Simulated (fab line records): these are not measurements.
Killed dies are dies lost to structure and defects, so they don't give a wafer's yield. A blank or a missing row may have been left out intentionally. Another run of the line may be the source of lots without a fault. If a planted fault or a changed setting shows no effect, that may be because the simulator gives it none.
fab line records + flow sky130
record:
- lots: 14
- wafers: 42
- last_day: 50
route steps=708 shown FIELD_ISO@1
lots that met no fault: from a run of the same line without faults
start_h: hours from the record's first day to the start of the lot's first wafer shown + wait_h: hours elapsed since this lot's preceding step + " same as the row above + L1.1+2: one row covering several wafers at once + - no value present, or no start provided + * or withheld: withheld + < > ~ a bound
route shown NAME@n: a module of which the file shows steps, and the number in the route of the first + usual: the fault-free wafers' mean and standard deviation + same: alike in all rows + chamber/n: place in a boat + sites: the reading at each site + _std_site: standard deviation across them + _edge_site: outer sites' mean less inner sites' + radius_mm: for every site, how far away it sits from the centre of the wafer + mask NAME#n: copy n + behind: tool/chamber where the wafer was last shaped + hold: the reason the lot was held/the length of the hold in hours/how it ended + device: the n, p or np transistor that did not switch + end of line: tests of these same wafers at the route's end + a step given without rows: its recipe and nothing more + killed: not the wafer's yield, but the dies lost to structure and defects at the first sort + map: the dies of a wafer, with x for killed, . for not killed, _ for no die there
set.NAME: the setting that was run; set.NAME@STEP: the one run at that earlier step + model.NAME: the simulator's own value behind a step, which no gauge read
the route's steps for a sample of lots (tables are steps, rows are wafers)
services: from which hour (start_h, from the record's first day; less than 0 if before it) a tool's chamber was out of use, for how many hours, and why
== steps ==
step: SKY_FIELD_ISO_BOW_MEAS_00
recipe:
- mode: bow
usual:
- INCOMING_BOW: 1/6.1
| lot.wafer | tool          | chamber | start_h | wait_h | INCOMING_BOW[um] |
|-----------|---------------|---------|---------|--------|------------------|
| L725.3    | film_metro-01 | -       | 10.04   | -      | 2                |
| L725.4    | "             | -       | "       | "      | 4                |
| L725.5    | "             | -       | "       | "      | 6                |
| L726.1    | film_metro-04 | -       | 15.00   | -      | 4                |
| L726.4    | "             | -       | "       | "      | 0                |
| L726.6    | "             | -       | "       | "      | 1                |
| L728.1    | film_metro-04 | -       | 25.00   | -      | 4                |
| L728.3    | "             | -       | "       | "      | -6               |
| L728.6    | "             | -       | "       | "      | -5               |
| L729.3    | film_metro-02 | -       | 30.04   | -      | -4               |
| L729.4    | "             | -       | "       | "      | -6               |
| L729.6    | "             | -       | "       | "      | -5               |
| L730.2    | film_metro-01 | -       | 35.02   | -      | 10               |
| L730.3    | "             | -       | "       | "      | -5               |
| L730.4    | "             | -       | "       | "      | 7                |
| L731.2    | film_metro-01 | -       | 40.02   | -      | 0                |
| L731.4    | "             | -       | "       | "      | -9               |
| L731.6    | "             | -       | "       | "      | -10              |
| L733.2    | film_metro-01 | -       | 50.02   | -      | 9                |
| L733.4    | "             | -       | "       | "      | -3               |
| L733.5    | "             | -       | "       | "      | 10               |
| L735.2    | film_metro-01 | -       | 60.02   | -      | -7               |
| L735.3    | "             | -       | "       | "      | -7               |
| L735.4    | "             | -       | "       | "      | -5               |
| L736.2    | film_metro-04 | -       | 65.02   | -      | 9                |
| L736.3    | "             | -       | "       | "      | -11              |
| L736.6    | "             | -       | "       | "      | 12               |
| L742.1    | film_metro-02 | -       | 95.00   | -      | -1               |
| L742.3    | "             | -       | "       | "      | 3                |
| L742.4    | "             | -       | "       | "      | -4               |
| L744.1    | film_metro-04 | -       | 105.00  | -      | -3               |
| L744.4    | "             | -       | "       | "      | 2                |
| L744.5    | "             | -       | "       | "      | -9               |
| L745.1    | film_metro-04 | -       | 110.00  | -      | 12               |
| L745.2    | "             | -       | "       | "      | -1               |
| L745.3    | "             | -       | "       | "      | 3                |
| L746.4    | film_metro-04 | -       | 115.06  | -      | 12               |
| L746.5    | "             | -       | "       | "      | -3               |
| L746.6    | "             | -       | "       | "      | 3                |
| L747.3    | film_metro-04 | -       | 120.04  | -      | -4               |
| L747.4    | "             | -       | "       | "      | 2                |
| L747.5    | "             | -       | "       | "      | 7                |
step: SKY_FIELD_ISO_ETCH_14
recipe:
- chemistry: N2/H2
- target: BARC
- ion_energy_ev: 200
- source_w: 500
- bias_w: 100
- pressure_mtorr: 30
- n2_flow_sccm: 100
- h2_flow_sccm: 200
- stop_on: SiO2
- time_s: 45.9
- target_depth_a: 600
usual:
- drypump_motor_current_A: 5.66/0.27
- oes_product_au: 0.856/0.0046
- rf_fwd_power_W: 494.1/2.7
- throttle_valve_pct: 13.224/0.0079
| lot.wafer | tool        | chamber | start_h | wait_h | drypump_motor_current_A | oes_product_au | rf_fwd_power_W | rf_hours_counter_h | throttle_valve_pct |
|-----------|-------------|---------|---------|--------|-------------------------|----------------|----------------|--------------------|--------------------|
| L725.3    | rie_diel-04 | 0       | 29.09   | 0.1    | 6.10                    | 0.856          | 491.7          | 6                  | 13.222             |
| L725.4    | "           | 2       | "       | "      | 5.69                    | 0.859          | 496.7          | 1                  | 13.239             |
| L725.5    | "           | 3       | "       | "      | 5.36                    | 0.851          | 494.7          | -                  | 13.220             |
| L726.1    | rie_diel-02 | 1       | 34.14   | 0.1    | 5.45                    | 0.865          | 496.2          | 52                 | 13.236             |
| L726.4    | "           | 2       | "       | "      | 5.59                    | 0.853          | 492.3          | 20                 | 13.230             |
| L726.6    | "           | 2       | "       | "      | 5.58                    | 0.859          | 493.7          | -                  | 13.231             |
| L728.1    | rie_diel-01 | 1       | 46.22   | 0.1    | 5.14                    | 0.855          | 494.3          | 102                | 13.236             |
| L728.3    | "           | 0       | "       | "      | 5.34                    | 0.857          | 495.7          | 0                  | 13.226             |
| L728.6    | "           | 2       | "       | "      | 6.12                    | 0.854          | 493.8          | -                  | 13.231             |
| L729.3    | rie_diel-04 | 2       | 48.76   | 0.1    | 5.73                    | 0.854          | 495.2          | 2                  | 13.216             |
| L729.4    | "           | 0       | "       | "      | 6.07                    | 0.852          | 492.3          | 6                  | 13.232             |
| L729.6    | "           | 0       | "       | "      | 6.10                    | 0.859          | 492.8          | -                  | 13.226             |
| L730.2    | rie_diel-01 | 2       | 55.26   | 0.1    | 6.14                    | 0.855          | 491.9          | 37                 | 13.223             |
| L730.3    | "           | 1       | "       | "      | 5.15                    | 0.870          | 493.8          | 102                | 13.216             |
| L730.4    | "           | 2       | "       | "      | 6.12                    | 0.872          | 495.4          | -                  | 13.226             |
| L731.2    | rie_diel-01 | 2       | 60.22   | 0.1    | 6.14                    | 0.858          | 493.6          | 37                 | 13.229             |
| L731.4    | "           | 2       | "       | "      | 6.13                    | 0.856          | 491.9          | -                  | 13.222             |
| L731.6    | "           | 0       | "       | "      | 5.34                    | 0.856          | 498.2          | -                  | 13.226             |
| L733.2    | rie_diel-04 | 3       | 71.87   | 0.1    | 5.34                    | 0.853          | 492.7          | 65                 | 13.220             |
| L733.4    | "           | 0       | "       | "      | 6.09                    | 0.856          | 489.9          | 7                  | 13.234             |
| L733.5    | "           | 2       | "       | "      | 5.69                    | 0.858          | 497.5          | -                  | 13.224             |
| L735.2    | rie_diel-04 | 3       | 81.01   | 0.1    | 5.37                    | 0.854          | 494.8          | 65                 | 13.216             |
| L735.3    | "           | 2       | "       | "      | 5.74                    | 0.855          | 496.8          | 2                  | 13.242             |
| L735.4    | "           | 0       | "       | "      | 6.10                    | 0.850          | 493.5          | 7                  | 13.233             |
| L736.2    | rie_diel-02 | 3       | 85.07   | 0.1    | 5.81                    | 0.856          | 496.8          | 113                | 13.221             |
| L736.3    | "           | 2       | "       | "      | 5.58                    | 0.850          | 494.8          | 21                 | 13.227             |
| L736.6    | "           | 3       | "       | "      | 5.83                    | 0.860          | 497.7          | -                  | 13.229             |
| L742.1    | rie_diel-02 | 3       | 119.04  | 0.1    | 5.83                    | 0.848          | 496.0          | 114                | 13.216             |
| L742.3    | "           | 2       | "       | "      | 5.59                    | 0.852          | 492.9          | 22                 | 13.237             |
| L742.4    | "           | 0       | "       | "      | 5.55                    | 0.854          | 496.2          | 148                | 13.221             |
| L744.1    | rie_diel-04 | 3       | 127.56  | 0.1    | 5.34                    | 0.858          | 494.3          | 66                 | 13.234             |
| L744.4    | "           | 0       | "       | "      | 6.09                    | 0.854          | 490.6          | 8                  | 13.224             |
| L744.5    | "           | 0       | "       | "      | 6.10                    | 0.859          | 490.8          | -                  | 13.210             |
| L745.1    | rie_diel-04 | 3       | 134.17  | 0.1    | 5.36                    | 0.855          | 494.6          | 66                 | 13.225             |
| L745.2    | "           | 0       | "       | "      | 6.09                    | 0.861          | 491.7          | 8                  | 13.231             |
| L745.3    | "           | 2       | "       | "      | 5.70                    | 0.863          | 498.5          | 3                  | 13.205             |
| L746.4    | rie_diel-04 | 3       | 138.11  | 0.0    | 5.35                    | 0.858          | 495.1          | 66                 | 13.227             |
| L746.5    | "           | 1       | "       | "      | 5.84                    | 0.852          | 491.5          | -                  | 13.224             |
| L746.6    | "           | 2       | "       | "      | 5.72                    | 0.859          | 494.0          | -                  | 13.239             |
| L747.3    | rie_diel-04 | 0       | 144.32  | 0.1    | 6.09                    | 0.853          | 489.8          | 8                  | 13.231             |
| L747.4    | "           | 1       | "       | "      | 5.84                    | 0.854          | 489.7          | 42                 | 13.228             |
| L747.5    | "           | 3       | "       | "      | 5.36                    | 0.857          | 494.6          | -                  | 13.219             |
step: SKY_FIELD_ISO_OXIDATION_22
recipe:
- temp_c: 950
- ambient: O2
- stabilise_s: 600
- purge_s: 300
- target_thk_a: 100
- ox_time_s: 623
usual:
- ox_temp_c: 949.9/0.42
- ox_temp_c_max: 955.7/1.8
- zone_power_bottom_pct: 31.2/0.58
- zone_power_lower_pct: 19.47/0.2
| lot.wafer | tool       | chamber | start_h | wait_h | ox_temp_c | ox_temp_c_max | zone_power_bottom_pct | zone_power_lower_pct |
|-----------|------------|---------|---------|--------|-----------|---------------|-----------------------|----------------------|
| L725.3    | furnace-02 | 0       | 29.64   | 0.0    | 950.1     | 955.7         | 30.4                  | 19.36                |
| L725.4    | "          | 0       | "       | "      | 949.2     | 958.6         | 30.5                  | 19.86                |
| L725.5    | "          | 0       | "       | "      | 950.1     | 956.5         | 30.9                  | 19.18                |
| L726.1    | furnace-01 | 0       | 36.18   | 1.5    | 949.9     | 955.5         | 32.1                  | 19.36                |
| L726.4    | "          | 0       | "       | "      | 950.4     | 955.1         | 31.8                  | 19.36                |
| L726.6    | "          | 0       | "       | "      | 950.2     | 954.4         | 31.5                  | 19.17                |
| L728.1    | furnace-01 | 0       | 46.78   | 0.0    | 950.0     | 955.3         | 31.9                  | 19.50                |
| L728.3    | "          | 0       | "       | "      | 949.4     | 954.4         | 31.2                  | 19.74                |
| L728.6    | "          | 0       | "       | "      | 950.2     | 956.0         | 32.3                  | 19.87                |
| L729.3    | furnace-02 | 0       | 49.65   | 0.3    | 949.1     | 956.5         | 30.9                  | 19.15                |
| L729.4    | "          | 0       | "       | "      | 949.2     | 955.0         | 31.4                  | 19.93                |
| L729.6    | "          | 0       | "       | "      | 949.7     | 958.8         | 30.6                  | 19.62                |
| L730.2    | furnace-01 | 0       | 56.90   | 1.1    | 949.6     | 953.6         | 31.5                  | 19.51                |
| L730.3    | "          | 0       | "       | "      | 950.5     | 955.0         | 31.2                  | 19.34                |
| L730.4    | "          | 0       | "       | "      | 950.1     | 953.9         | 31.5                  | 19.19                |
| L731.2    | furnace-01 | 0       | 63.76   | 3.0    | 950.5     | 956.4         | 31.6                  | 19.74                |
| L731.4    | "          | 0       | "       | "      | 950.2     | 953.7         | 31.7                  | 19.26                |
| L731.6    | "          | 0       | "       | "      | 950.2     | 954.2         | 31.5                  | 19.12                |
| L733.2    | furnace-02 | 0       | 73.65   | 1.2    | 949.6     | 958.2         | 30.5                  | 19.33                |
| L733.4    | "          | 0       | "       | "      | 950.0     | 957.0         | 30.5                  | 19.49                |
| L733.5    | "          | 0       | "       | "      | 950.3     | 956.7         | 30.6                  | 19.26                |
| L735.2    | furnace-01 | -       | 81.72   | 0.2    | -         | -             | -                     | -                    |
| L735.3    | "          | -       | "       | "      | -         | -             | -                     | -                    |
| L735.4    | "          | -       | "       | "      | -         | -             | -                     | -                    |
| L736.2    | furnace-02 | -       | 86.95   | 1.3    | -         | -             | -                     | -                    |
| L736.3    | "          | -       | "       | "      | -         | -             | -                     | -                    |
| L736.6    | "          | -       | "       | "      | -         | -             | -                     | -                    |
| L742.1    | furnace-01 | 0       | 119.58  | 0.0    | 949.8     | 953.6         | 31.2                  | 19.54                |
| L742.3    | "          | 0       | "       | "      | 950.2     | 954.0         | 31.6                  | 19.58                |
| L742.4    | "          | 0       | "       | "      | 949.9     | 954.6         | 31.6                  | 19.19                |
| L744.1    | furnace-02 | 0       | 129.69  | 1.6    | 949.4     | 958.8         | 31.1                  | 19.47                |
| L744.4    | "          | 0       | "       | "      | 950.3     | 960.4         | 29.8                  | 19.39                |
| L744.5    | "          | 0       | "       | "      | 949.6     | 958.4         | 30.7                  | 19.65                |
| L745.1    | furnace-02 | 0       | 134.71  | 0.0    | 949.9     | 956.6         | 30.7                  | 19.53                |
| L745.2    | "          | 0       | "       | "      | 949.3     | 956.9         | 30.7                  | 19.54                |
| L745.3    | "          | 0       | "       | "      | 949.7     | 955.9         | 30.6                  | 19.30                |
| L746.4    | furnace-01 | 0       | 139.06  | 0.4    | 950.3     | 953.8         | 31.7                  | 19.36                |
| L746.5    | "          | 0       | "       | "      | 950.7     | 955.6         | 31.4                  | 19.10                |
| L746.6    | "          | 0       | "       | "      | 950.4     | 955.2         | 31.1                  | 19.61                |
| L747.3    | furnace-02 | 0       | 144.88  | 0.0    | 949.8     | 958.8         | 30.7                  | 19.57                |
| L747.4    | "          | 0       | "       | "      | 949.4     | 955.6         | 30.7                  | 19.49                |
| L747.5    | "          | 0       | "       | "      | 949.9     | 956.7         | 31.2                  | 19.40                |
step: SKY_FIELD_ISO_CMP_27
recipe:
- stop_on: Si3N4
- t_overpolish_s: 16
- down_force_psi: 4
- platen_rpm: 60
- target_thk_nm: 457.8
- pad_velocity_m_s: 0.94248
usual:
- motor_current_A: 12.6/1.5
| lot.wafer | tool   | chamber | start_h | wait_h | motor_current_A |
|-----------|--------|---------|---------|--------|-----------------|
| L725.4    | cmp-02 | 2       | 32.55   | 0.1    | 12.5            |
| L725.3    | "      | 3       | "       | "      | 13.6            |
| L725.5    | "      | 1       | "       | "      | 10.1            |
| L726.4    | cmp-01 | 0       | 39.10   | 0.1    | 15.6            |
| L726.1    | "      | 2       | "       | "      | 12.0            |
| L726.6    | "      | 3       | "       | "      | 11.3            |
| L728.3    | cmp-02 | 2       | 49.65   | 0.0    | 13.3            |
| L728.1    | "      | 3       | "       | "      | 13.5            |
| L728.6    | "      | 3       | "       | "      | 13.8            |
| L729.4    | cmp-02 | 2       | 54.20   | 0.1    | 12.2            |
| L729.3    | "      | 3       | "       | "      | 13.0            |
| L729.6    | "      | 1       | "       | "      | 10.3            |
| L730.3    | cmp-01 | 3       | 59.82   | 0.1    | 11.7            |
| L730.2    | "      | 0       | "       | "      | 15.5            |
| L730.4    | "      | 1       | "       | "      | 12.3            |
| L731.2    | cmp-02 | 2       | 67.93   | 0.1    | 12.7            |
| L731.4    | "      | 3       | "       | "      | 12.7            |
| L731.6    | "      | 1       | "       | "      | 10.4            |
| L733.2    | cmp-02 | 3       | 76.52   | 0.0    | 13.4            |
| L733.4    | "      | 2       | "       | "      | 12.9            |
| L733.5    | "      | 3       | "       | "      | 12.9            |
| L735.3    | cmp-02 | 0       | 84.58   | 0.0    | 13.8            |
| L735.2    | "      | 1       | "       | "      | 10.8            |
| L735.4    | "      | 2       | "       | "      | 12.7            |
| L736.2    | cmp-02 | 3       | 91.02   | 0.1    | 13.6            |
| L736.3    | "      | 1       | "       | "      | 10.7            |
| L736.6    | "      | 3       | "       | "      | 14.0            |
| L742.3    | cmp-01 | 1       | 123.60  | 0.0    | 11.9            |
| L742.4    | "      | 3       | "       | "      | 12.1            |
| L742.1    | "      | 0       | "       | "      | 15.5            |
| L744.4    | cmp-01 | 1       | 133.94  | 0.1    | 12.1            |
| L744.1    | "      | 2       | "       | "      | 11.0            |
| L744.5    | "      | 1       | "       | "      | 11.8            |
| L745.1    | cmp-02 | 0       | 138.89  | 0.0    | 13.6            |
| L745.2    | "      | 1       | "       | "      | 10.4            |
| L745.3    | "      | 3       | "       | "      | 13.1            |
| L746.4    | cmp-01 | 0       | 144.48  | 0.1    | 15.8            |
| L746.5    | "      | 1       | "       | "      | 11.5            |
| L746.6    | "      | 2       | "       | "      | 11.3            |
| L747.4    | cmp-01 | 1       | 148.75  | 0.0    | 11.9            |
| L747.3    | "      | 0       | "       | "      | 15.2            |
| L747.5    | "      | 2       | "       | "      | 11.7            |
== services ==
| tool        | chamber | start_h | hours | kind                           |
|-------------|---------|---------|-------|--------------------------------|
| rie_diel-02 | -       | 15.86   | 2.8   | pm                             |
| cmp-02      | -       | 17.73   | 0.3   | repair                         |
| rie_diel-02 | 1       | 19.71   | 3.9   | repair                         |
| rie_diel-01 | 0       | 26.91   | -     | clean                          |
| rie_diel-01 | 0       | 26.91   | 16.7  | scheduled_down                 |
| rie_diel-01 | 0       | 26.91   | 16.7  | vent_cycle                     |
| rie_diel-04 | 0       | 42.33   | 1.7   | repair                         |
| rie_diel-02 | 0       | 42.40   | 11.6  | repair                         |
| rie_diel-01 | 3       | 43.63   | -     | clean                          |
| rie_diel-01 | 3       | 43.63   | 20.8  | scheduled_down                 |
| furnace-02  | -       | 59.77   | 2.8   | pm                             |
| rie_diel-04 | 1       | 63.71   | 3.3   | repair                         |
| cmp-01      | -       | 64.19   | 4.0   | pm                             |
| cmp-01      | -       | 68.19   | -     | consumable_replace:conditioner |
| cmp-01      | -       | 68.19   | -     | consumable_replace:pad         |
| rie_diel-04 | -       | 72.97   | 4.3   | pm                             |
| rie_diel-02 | 3       | 77.44   | 5.3   | repair                         |
| cmp-02      | -       | 80.10   | 1.0   | repair                         |
| furnace-01  | -       | 86.63   | 4.0   | pm                             |
| cmp-01      | -       | 107.32  | 1.9   | repair                         |
| cmp-02      | -       | 112.49  | 16.1  | repair                         |
| furnace-02  | -       | 124.06  | 2.6   | pm                             |
| rie_diel-04 | 2       | 129.74  | 3.7   | repair                         |
| cmp-02      | -       | 131.28  | 1.5   | repair                         |
== key ==
first_sign:
- step: SKY_FIELD_ISO_OXIDATION_22
- reading: tool_record
- direction: missing
effect none on later readings
met_at SKY_FIELD_ISO_OXIDATION_22
struck_lots L735,L736
later_rows_left_out L735.2,L735.3,L735.4,L736.2,L736.3,L736.6
sort_left_out L735.2,L735.3,L735.4,L736.2,L736.3,L736.6
tester_left_out L735,L736
not_acting_at SKY_FIELD_ISO_BOW_MEAS_00,SKY_FIELD_ISO_ETCH_14,SKY_FIELD_ISO_CMP_27
onset_between 73.65 81.72
fault:
- kind: skipped_step_whole
- tool: furnace-01,furnace-02
- chamber: -
- onset_h: 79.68
- steps: SKY_FIELD_ISO_OXIDATION_22
- scope: struck_lots_only
tester_left_out: of these lots the tester's yield and bins aren't shown, on N5 and GAA mostly nor the transistor test; their killed dies are dies lost to structure and defects alone, not to doping, threshold or leakage, so they don't give the yield
sort_left_out: the simulated sort isn't trusted on such a fault, so these wafers' sort isn't shown, and their yield isn't known
later_rows_left_out: the simulator's readings of these wafers behind a module that went badly wrong aren't trusted and aren't shown, but for the sort
